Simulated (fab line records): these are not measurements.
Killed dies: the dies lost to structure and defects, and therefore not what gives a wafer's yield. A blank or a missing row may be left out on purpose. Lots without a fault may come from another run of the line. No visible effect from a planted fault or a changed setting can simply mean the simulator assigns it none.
The tool behind it: which one? + flow sky130 + 12 lots, 36 wafers sampled, at 3 steps of a route of 708

WHAT THE GAUGES READ, wafer by wafer
SKY_METAL5_THK_MEAS_06: measures by xrf. Usual: METAL5_ALCU_THK 1148 nm, standard deviation 16.
| lot  | measured     | on           | METAL5_ALCU_THK (nm) | flag |
|------|--------------|--------------|----------------------|------|
| L216 | day 43 10:59 | filmMetro-02 | 1132 1120 1151       |      |
| L217 | day 43 14:05 | filmMetro-02 | 1143 1142 1122       |      |
| L218 | day 43 20:47 | filmMetro-01 | 1145 1154 1133       |      |
| L222 | day 45 01:34 | filmMetro-01 | 1187 1152 1156       |      |
| L223 | day 45 22:54 | filmMetro-01 | 1141 1126 1154       |      |
| L224 | day 46 01:47 | filmMetro-01 | 1129 1140 1147       |      |
| L227 | day 46 11:23 | filmMetro-04 | 1158 1129 1162       |      |
| L226 | day 46 12:16 | filmMetro-02 | 1184 1168 1167       |      |
| L228 | day 46 14:49 | filmMetro-04 | 1143 1137 1162       |      |
| L229 | day 46 19:55 | filmMetro-04 | 1183 1151 1169       |      |
| L232 | day 47 16:51 | filmMetro-01 | 1160 1145 1147       |      |
| L236 | day 48 10:31 | filmMetro-02 | 1129 1131 1145       |      |

WHICH TOOL RAN EACH LOT (tool, then ch and the chambers of the sampled wafers, then the start)
| lot  | SKY_VIA4_SPUTTER_17         | SKY_METAL5_SPUTTER_04       |
|------|-----------------------------|-----------------------------|
| L216 | pvdSputter-04, day 43 09:52 | pvdSputter-01, day 43 10:49 |
| L217 | pvdSputter-01, day 43 13:04 | pvdSputter-02, day 43 13:53 |
| L218 | pvdSputter-03, day 43 19:44 | pvdSputter-02, day 43 20:35 |
| L222 | pvdSputter-03, day 45 00:35 | pvdSputter-01, day 45 01:24 |
| L223 | pvdSputter-04, day 45 21:55 | pvdSputter-01, day 45 22:44 |
| L224 | pvdSputter-03, day 46 00:28 | pvdSputter-02, day 46 01:37 |
| L227 | pvdSputter-01, day 46 08:35 | pvdSputter-02, day 46 11:13 |
| L226 | pvdSputter-03, day 46 10:43 | pvdSputter-02, day 46 12:05 |
| L228 | pvdSputter-01, day 46 13:50 | pvdSputter-01, day 46 14:38 |
| L229 | pvdSputter-03, day 46 18:56 | pvdSputter-02, day 46 19:45 |
| L232 | pvdSputter-04, day 47 15:43 | pvdSputter-01, day 47 16:41 |
| L236 | pvdSputter-03, day 48 09:32 | pvdSputter-01, day 48 10:21 |
- SKY_VIA4_SPUTTER_17: material TiN, target thk 20 nm, time 80 s.
- SKY_METAL5_SPUTTER_04: material TiN, target thk 70 nm, time 58.3 s.

AS READ BY THE TOOLS THEMSELVES (means over the sampled wafers that have a number; for cases with no such wafer, the mark the record gives instead)
SKY_VIA4_SPUTTER_17. Usual: cathodeDcPowerW 4000.0 W, standard deviation 0.77; throttleValvePct 29.8 %, standard deviation 1.5.
| lot  | tool          | cathodeDcPowerW (W) | throttleValvePct (%) | flag |
|------|---------------|---------------------|----------------------|------|
| L216 | pvdSputter-04 | 3999.4              | 29.4                 |      |
| L217 | pvdSputter-01 | 3999.0              | 30.2                 |      |
| L218 | pvdSputter-03 | 4000.4              | 30.3                 |      |
| L222 | pvdSputter-03 | 4000.2              | 29.0                 |      |
| L223 | pvdSputter-04 | 4000.0              | 29.3                 |      |
| L224 | pvdSputter-03 | 4000.3              | 29.1                 |      |
| L227 | pvdSputter-01 | 3999.6              | 31.5                 |      |
| L226 | pvdSputter-03 | 3999.8              | 29.0                 |      |
| L228 | pvdSputter-01 | 4000.5              | 30.6                 |      |
| L229 | pvdSputter-03 | 3999.9              | 28.8                 |      |
| L232 | pvdSputter-04 | 4000.6              | 29.5                 |      |
| L236 | pvdSputter-03 | 3999.9              | 30.6                 |      |

SKY_METAL5_SPUTTER_04. Usual: cathodeDcPowerW 6500.0 W, standard deviation 1.1; throttleValvePct 30.1 %, standard deviation 1.3.
| lot  | tool          | cathodeDcPowerW (W) | throttleValvePct (%) | flag |
|------|---------------|---------------------|----------------------|------|
| L216 | pvdSputter-01 | 6500.5              | 30.1                 |      |
| L217 | pvdSputter-02 | 6500.1              | 30.2                 |      |
| L218 | pvdSputter-02 | 6499.5              | 30.2                 |      |
| L222 | pvdSputter-01 | 6499.6              | 30.5                 |      |
| L223 | pvdSputter-01 | 6499.4              | 31.0                 |      |
| L224 | pvdSputter-02 | 6498.8              | 29.9                 |      |
| L227 | pvdSputter-02 | 6167.0              | 30.3                 | OFF  |
| L226 | pvdSputter-02 | 6165.6              | 31.0                 | OFF  |
| L228 | pvdSputter-01 | 6499.7              | 30.2                 |      |
| L229 | pvdSputter-02 | 6166.2              | 30.2                 | OFF  |
| L232 | pvdSputter-01 | 6500.4              | 30.6                 |      |
| L236 | pvdSputter-01 | 6500.9              | 30.1                 |      |

THE ANSWER, worked out from the rows above alone
Rule: a lot is off if the mean of its wafers that have a number lies more than 3 standard deviations from the usual mean. Also off: a lot with no number at a reading for which 4 or more lots have one. All remaining lots with rows at the step are treated as sound. The gauges are gone through in route order, then the tools' own readings, and for those a lot's mean is taken as printed above. At the first step where some lot is off, the reading lying furthest off is the one used; lots without a number count as furthest.
Off: L227, L226, L229 (SKY_METAL5_SPUTTER_04, cathodeDcPowerW).
A tool fits if, at that step or a process step before it, it ran every lot that is off, and no sound lot after the first of them. One fits: pvdSputter-02 at SKY_METAL5_SPUTTER_04. A fault onset in the window from L224 (day 46 01:37, its last sound lot) to L227 (day 46 11:13, its first lot off) fits.
On the lots that are off, the tool's own readings at SKY_METAL5_SPUTTER_04 differ by more than 5 times the standard deviation of the sound lots' means, which bears it out; cathodeDcPowerW reads 6166.3 W there versus 6499.9 W on the sound lots.

WHAT THE SIMULATOR HAD PUT IN
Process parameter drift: pvdSputter-02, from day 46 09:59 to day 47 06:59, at SKY_METAL5_SPUTTER_04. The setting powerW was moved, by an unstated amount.
Lots struck among those shown: L227, L226, L229. This agrees with what the rule above found.
